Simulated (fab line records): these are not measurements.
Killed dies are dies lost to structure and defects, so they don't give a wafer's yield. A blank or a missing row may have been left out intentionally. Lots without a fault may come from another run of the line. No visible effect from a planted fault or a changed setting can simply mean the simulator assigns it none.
fab line records	flow sky130
[record] lots = 13	wafers = 39	last-day = 50
route steps=708 shown VIA2@510 METAL3@532 PAD_OPEN@708
lots that met no fault: taken from a fault-free run of the same line
start-h: start of the lot's first displayed wafer, in hours after the record's first day	wait-h: hours from the lot's prior step to this one	" the same as in the row above	L1.1+2: one row covering several wafers at once	- value missing, or start not given	* or withheld: withheld	< > ~ a bound
route shown NAME@n: NAME is a module with steps in the file, n the number in the route of the first one	usual: mean and standard deviation over wafers with no fault	same: alike in all rows	chamber/n: place in a boat	sites: per-site readings	_std_site: the standard deviation of these	_edge_site: outer sites' mean less inner sites'	radius-mm: for every site, how far away it sits from the centre of the wafer	mask NAME#n: copy n	behind: the most recent tool/chamber to have shaped the wafer	hold: reason for holding the lot/hours on hold/outcome of the hold	device: the transistor (n, p or np) that didn't switch	end of line: at the end of the route, the tests of the same wafers	for a step that has no rows: nothing shown but its recipe	killed: the dies lost at the first sort to structure and to defects; this is not the yield of the wafer	map: dies across one wafer; x = killed, . = not, _ = none there
set.NAME: setting as actually run; set.NAME@STEP: the setting as run at that earlier step	model.NAME: the simulator's own value behind a step, which no gauge read
steps of the route over a sample of lots; a table a step, a row a wafer
services: from which hour (start-h, from the record's first day; less than 0 if before it) a tool's chamber was out of use, for how many hours, and why
[[steps]]
[step SKY_VIA2_BOW_MEAS_03]
[recipe] mode = bow
[usual] VIA2_BOW = 84/7.8
lot.wafer	tool	chamber	start-h	wait-h	VIA2_BOW[um]
L749.1	film-metro-01	-	827.23	0.2	84
L749.5	"	-	"	"	68
L749.6	"	-	"	"	73
L751.1	film-metro-03	-	834.00	0.2	92
L751.5	"	-	"	"	86
L751.6	"	-	"	"	86
L754.2	film-metro-01	-	856.16	0.2	87
L754.3	"	-	"	"	87
L754.6	"	-	"	"	78
L755.1	film-metro-01	-	862.61	0.1	84
L755.5	"	-	"	"	86
L755.6	"	-	"	"	82
L756.2	film-metro-02	-	878.60	0.3	78
L756.3	"	-	"	"	92
L756.6	"	-	"	"	83
L757.1	film-metro-01	-	884.71	0.2	85
L757.5	"	-	"	"	92
L757.6	"	-	"	"	70
L759.4	film-metro-01	-	899.58	0.3	89
L759.5	"	-	"	"	79
L759.6	"	-	"	"	90
L758.1	film-metro-02	-	900.92	0.2	80
L758.2	"	-	"	"	76
L758.4	"	-	"	"	80
L761.1	film-metro-03	-	925.61	0.2	88
L761.2	"	-	"	"	86
L761.6	"	-	"	"	80
L768.1	film-metro-03	-	967.58	0.2	72
L768.2	"	-	"	"	75
L768.3	"	-	"	"	80
L769.4	film-metro-02	-	969.21	0.3	87
L769.5	"	-	"	"	89
L769.6	"	-	"	"	61
L771.1	film-metro-03	-	984.21	0.1	88
L771.4	"	-	"	"	80
L771.6	"	-	"	"	93
L772.3	film-metro-03	-	990.40	0.2	89
L772.5	"	-	"	"	87
L772.6	"	-	"	"	88
[step SKY_VIA2_THK_MEAS_23]
[recipe] thk-meas-gauge = xrf	reads = W_of_VIA2_CVD_21
[usual] VIA2_W_THK = 446/4.8
lot.wafer	tool	chamber	start-h	wait-h	VIA2_W_THK[nm]
L749.1	film-metro-02	-	854.65	0.1	439
L749.5	"	-	"	"	446
L749.6	"	-	"	"	440
L751.1	film-metro-01	-	860.55	0.1	442
L751.5	"	-	"	"	450
L751.6	"	-	"	"	446
L754.2	film-metro-01	-	883.42	0.1	449
L754.3	"	-	"	"	450
L754.6	"	-	"	"	443
L755.1	film-metro-02	-	889.34	0.1	451
L755.5	"	-	"	"	450
L755.6	"	-	"	"	453
L756.2	film-metro-02	-	905.27	0.1	441
L756.3	"	-	"	"	441
L756.6	"	-	"	"	443
L757.1	film-metro-02	-	911.63	0.1	441
L757.5	"	-	"	"	438
L757.6	"	-	"	"	442
L759.4	film-metro-01	-	926.34	0.1	440
L759.5	"	-	"	"	441
L759.6	"	-	"	"	439
L758.1	film-metro-01	-	927.00	0.1	442
L758.2	"	-	"	"	440
L758.4	"	-	"	"	439
L761.1	film-metro-02	-	951.56	0.1	437
L761.2	"	-	"	"	439
L761.6	"	-	"	"	442
L768.1	film-metro-03	-	993.10	0.1	442
L768.2	"	-	"	"	443
L768.3	"	-	"	"	449
L769.4	film-metro-02	-	994.88	0.1	451
L769.5	"	-	"	"	448
L769.6	"	-	"	"	453
L771.1	film-metro-01	-	1008.97	0.1	445
L771.4	"	-	"	"	444
L771.6	"	-	"	"	441
L772.3	film-metro-01	-	1014.51	0.1	453
L772.5	"	-	"	"	448
L772.6	"	-	"	"	445
[step SKY_METAL3_SPUTTER_00]
[recipe] material = Ti	target-thk-nm = 15	power-w = 3000	time-s = 10	chamber-pressure-pa = 0.4
[usual] chamber-pressure-pa = 0.3999/0.0012	throttle-valve-pct = 29.5/1.1
lot.wafer	tool	chamber	start-h	wait-h	chamber-pressure-pa	throttle-valve-pct
L749.1	pvd-sputter-01	-	855.01	0.2	0.4003	28.5
L749.5	"	-	"	"	0.4004	29.6
L749.6	"	-	"	"	0.4003	29.2
L751.1	pvd-sputter-04	-	860.91	0.2	0.4004	31.0
L751.5	"	-	"	"	0.3990	29.5
L751.6	"	-	"	"	0.4006	28.7
L754.2	pvd-sputter-03	-	883.97	0.2	0.3997	29.1
L754.3	"	-	"	"	0.4006	31.3
L754.6	"	-	"	"	0.3999	29.8
L755.1	pvd-sputter-03	-	889.70	0.2	0.4010	31.4
L755.5	"	-	"	"	0.4006	29.3
L755.6	"	-	"	"	0.3996	30.4
L756.2	pvd-sputter-01	-	905.66	0.2	0.3995	28.6
L756.3	"	-	"	"	0.4009	28.2
L756.6	"	-	"	"	0.3996	29.5
L757.1	pvd-sputter-01	-	911.99	0.2	0.4005	29.6
L757.5	"	-	"	"	0.3983	29.4
L757.6	"	-	"	"	0.4003	29.5
L757.1	pvd-sputter-01	-	912.18	0.2	0.3991	29.8
L757.5	"	-	"	"	0.3995	29.5
L757.6	"	-	"	"	0.3989	29.7
L759.4	pvd-sputter-04	-	926.67	0.1	0.4003	29.6
L759.5	"	-	"	"	0.3997	27.4
L759.6	"	-	"	"	0.4001	31.0
L758.1	pvd-sputter-01	-	927.36	0.2	0.4004	29.7
L758.2	"	-	"	"	0.4003	29.4
L758.4	"	-	"	"	0.3993	28.3
L758.1	pvd-sputter-01	-	927.55	0.2	0.4010	29.8
L758.2	"	-	"	"	0.3991	29.5
L758.4	"	-	"	"	0.3996	28.4
L761.1	pvd-sputter-04	-	951.92	0.1	0.4005	30.9
L761.2	"	-	"	"	0.4006	28.8
L761.6	"	-	"	"	0.4005	28.6
L761.1	pvd-sputter-04	-	952.10	0.2	0.4000	31.0
L761.2	"	-	"	"	0.4013	28.8
L761.6	"	-	"	"	0.4003	29.2
L768.1	pvd-sputter-01	-	993.46	0.1	0.4000	29.5
L768.2	"	-	"	"	0.3999	28.4
L768.3	"	-	"	"	0.3996	28.0
L769.4	pvd-sputter-01	-	995.21	0.2	0.4002	28.5
L769.5	"	-	"	"	0.3997	29.5
L769.6	"	-	"	"	0.4008	29.3
L771.1	pvd-sputter-03	-	1009.33	0.2	0.4002	29.5
L771.4	"	-	"	"	0.4000	29.6
L771.6	"	-	"	"	0.4011	31.1
L772.3	pvd-sputter-04	-	1014.85	0.1	0.3984	27.8
L772.5	"	-	"	"	0.3996	27.6
L772.6	"	-	"	"	0.4016	31.1
[step SKY_METAL3_SPUTTER_01]
[recipe] material = TiN	target-thk-nm = 20	power-w = 6500	time-s = 16.7	chamber-pressure-pa = 0.4
[usual] chamber-pressure-pa = 0.4000/0.00093	throttle-valve-pct = 29.5/1.1
lot.wafer	tool	chamber	start-h	wait-h	chamber-pressure-pa	throttle-valve-pct
L749.1	pvd-sputter-01	-	855.04	0.0	0.3997	28.6
L749.5	"	-	"	"	0.3992	29.8
L749.6	"	-	"	"	0.4003	29.7
L751.1	pvd-sputter-04	-	860.94	0.0	0.4013	31.2
L751.5	"	-	"	"	0.4001	29.9
L751.6	"	-	"	"	0.3998	28.7
L754.2	pvd-sputter-03	-	883.99	0.0	0.3992	29.1
L754.3	"	-	"	"	0.3999	31.6
L754.6	"	-	"	"	0.3999	29.6
L755.1	pvd-sputter-03	-	889.72	0.0	0.4014	31.4
L755.5	"	-	"	"	0.3989	29.2
L755.6	"	-	"	"	0.4004	30.2
L756.2	pvd-sputter-01	-	905.68	0.0	0.3996	28.8
L756.3	"	-	"	"	0.4000	28.0
L756.6	"	-	"	"	0.3985	29.5
L757.1	pvd-sputter-01	-	912.20	0.0	0.4001	29.5
L757.5	"	-	"	"	0.3991	29.8
L757.6	"	-	"	"	0.3995	29.7
L759.4	pvd-sputter-04	-	926.69	0.0	0.3991	29.7
L759.5	"	-	"	"	0.3997	27.6
L759.6	"	-	"	"	0.4006	31.0
L758.1	pvd-sputter-01	-	927.58	0.0	0.3988	29.6
L758.2	"	-	"	"	0.3997	29.7
L758.4	"	-	"	"	0.3993	28.6
L761.1	pvd-sputter-04	-	952.13	0.0	0.4001	30.9
L761.2	"	-	"	"	0.4001	29.0
L761.6	"	-	"	"	0.3999	29.1
L768.1	pvd-sputter-01	-	993.48	0.0	0.3999	29.5
L768.2	"	-	"	"	0.4013	28.7
L768.3	"	-	"	"	0.4009	28.1
L769.4	pvd-sputter-01	-	995.23	0.0	0.3999	28.6
L769.5	"	-	"	"	0.3998	29.6
L769.6	"	-	"	"	0.4018	29.8
L771.1	pvd-sputter-03	-	1009.35	0.0	0.3996	29.7
L771.4	"	-	"	"	0.3997	29.8
L771.6	"	-	"	"	0.4013	31.1
L772.3	pvd-sputter-04	-	1014.87	0.0	0.3997	27.4
L772.5	"	-	"	"	0.3998	27.6
L772.6	"	-	"	"	0.3984	31.2
[step SKY_PAD_OPEN_PROBE_99]
[usual] defect-limited-yield = 82.9/1.7	killed_at_M0_to_M3 = 42/6.7	killed_at_M4_up = 3.4/2	killed-at-contacts = 24/5.1	killed-at-front-end = 14/4.2	killed-at-other = 0.2/0.49	killed-dies = 84/8.4	killed-open = 46/7	killed-short = 39/5.8	sort_bin_3_pad_short = 0.8/0.42	sort_bin_5_function = 10.2/1.3	sort_bin_6_memory = 6.1/1	sort-n-pass = 408/8.4	sort-yield-pct = 82.9/1.7
[same] gross-dies = 492	killed-at-back-side = 0	sort_bin_4_leakage[%] = 0	sort_bin_8_speed[%] = 0
lot.wafer	tool	chamber	start-h	wait-h	defect-limited-yield[%]	killed_at_M0_to_M3	killed_at_M4_up	killed-at-contacts	killed-at-front-end	killed-at-other	killed-dies	killed-open	killed-short	sort_bin_3_pad_short[%]	sort_bin_5_function[%]	sort_bin_6_memory[%]	sort-n-pass	sort-yield-pct[%]
L757.1	prober-01	-	1127.16	0.1	84.1	37	2	24	15	0	78	41	37	1.4	9.6	4.9	414	84.1
L757.5	prober-01	-	1127.36	0.2	83.7	43	1	23	13	0	80	43	37	0.6	9.1	6.5	412	83.7
L757.6	prober-01	-	1127.41	0.2	82.9	48	3	25	8	0	84	48	36	0.8	10.0	6.3	408	82.9
L769.4	prober-01	-	1188.75	0.2	86.8	31	1	18	15	0	65	32	33	0.6	8.5	4.1	427	86.8
L769.5	prober-01	-	1188.80	0.2	83.3	35	6	28	13	0	82	38	44	1.2	9.1	6.3	410	83.3
L769.6	prober-01	-	1188.85	0.2	83.5	31	2	33	15	0	81	44	37	0.4	10.0	6.1	411	83.5
// killed by level:class
L757.1 CONTACT:geometric-particle:open=9 VIA1:geometric-particle:open=8 VIA3:geometric-particle:open=6 FIELD_ISO:geometric-particle:open=5 FIELD_ISO:geometric-particle:short=5 LOCAL_INTERCONNECT:geometric-particle:short=5 VIA1:geometric-particle:short=5 METAL2:geometric-particle:short=5
L757.5 LI_CONTACT:geometric-particle:open=11 VIA1:geometric-particle:open=11 METAL2:geometric-particle:short=7 VIA2:geometric-particle:short=5 POLY_GATE:geometric-particle:short=5 VIA3:geometric-particle:open=5 FIELD_ISO:geometric-particle:open=4 CONTACT:geometric-particle:short=4
L757.6 VIA1:geometric-particle:open=11 CONTACT:geometric-particle:open=9 LI_CONTACT:geometric-particle:open=8 VIA2:geometric-particle:open=8 VIA1:geometric-particle:short=6 METAL2:geometric-particle:short=6 METAL1:geometric-particle:short=5 LOCAL_INTERCONNECT:geometric-particle:short=4
L769.4 CONTACT:geometric-particle:open=6 VIA1:geometric-particle:open=6 METAL1:geometric-particle:short=5 LOCAL_INTERCONNECT:geometric-particle:short=5 VIA3:geometric-particle:open=5 POLY_GATE:geometric-particle:open=4 POLY_GATE:geometric-particle:short=4 CONTACT:geometric-particle:short=4
L769.5 CONTACT:geometric-particle:open=8 CONTACT:geometric-particle:short=7 VIA1:geometric-particle:open=7 METAL2:geometric-particle:short=7 LI_CONTACT:geometric-particle:open=6 METAL1:geometric-particle:short=6 VIA2:geometric-particle:short=6 METAL4:geometric-particle:short=5
L769.6 CONTACT:geometric-particle:open=16 METAL2:geometric-particle:short=12 CONTACT:geometric-particle:short=7 VIA1:geometric-particle:open=6 FIELD_ISO:geometric-particle:open=4 POLY_GATE:geometric-particle:open=4 POLY_GATE:geometric-particle:short=4 LI_CONTACT:geometric-particle:open=4
[[services]]
tool	chamber	start-h	hours	kind
pvd-sputter-04	-	883.49	6.7	repair
pvd-sputter-03	-	899.86	5.1	repair
pvd-sputter-01	-	900.93	0.5	repair
pvd-sputter-01	-	952.13	3.7	repair
[[key]]
[first-sign] step = SKY_METAL3_SPUTTER_00	reading = visit	direction = added
effect none on later readings
met-at SKY_METAL3_SPUTTER_00
struck-lots L757,L758,L761
not-acting-at SKY_VIA2_BOW_MEAS_03,SKY_VIA2_THK_MEAS_23,SKY_METAL3_SPUTTER_01
[fault] kind = repeated-step-whole	tool = pvd-sputter-01,pvd-sputter-03,pvd-sputter-04	chamber = -	onset-h = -	steps = SKY_METAL3_SPUTTER_00	times = 1	scope = struck-lots-only
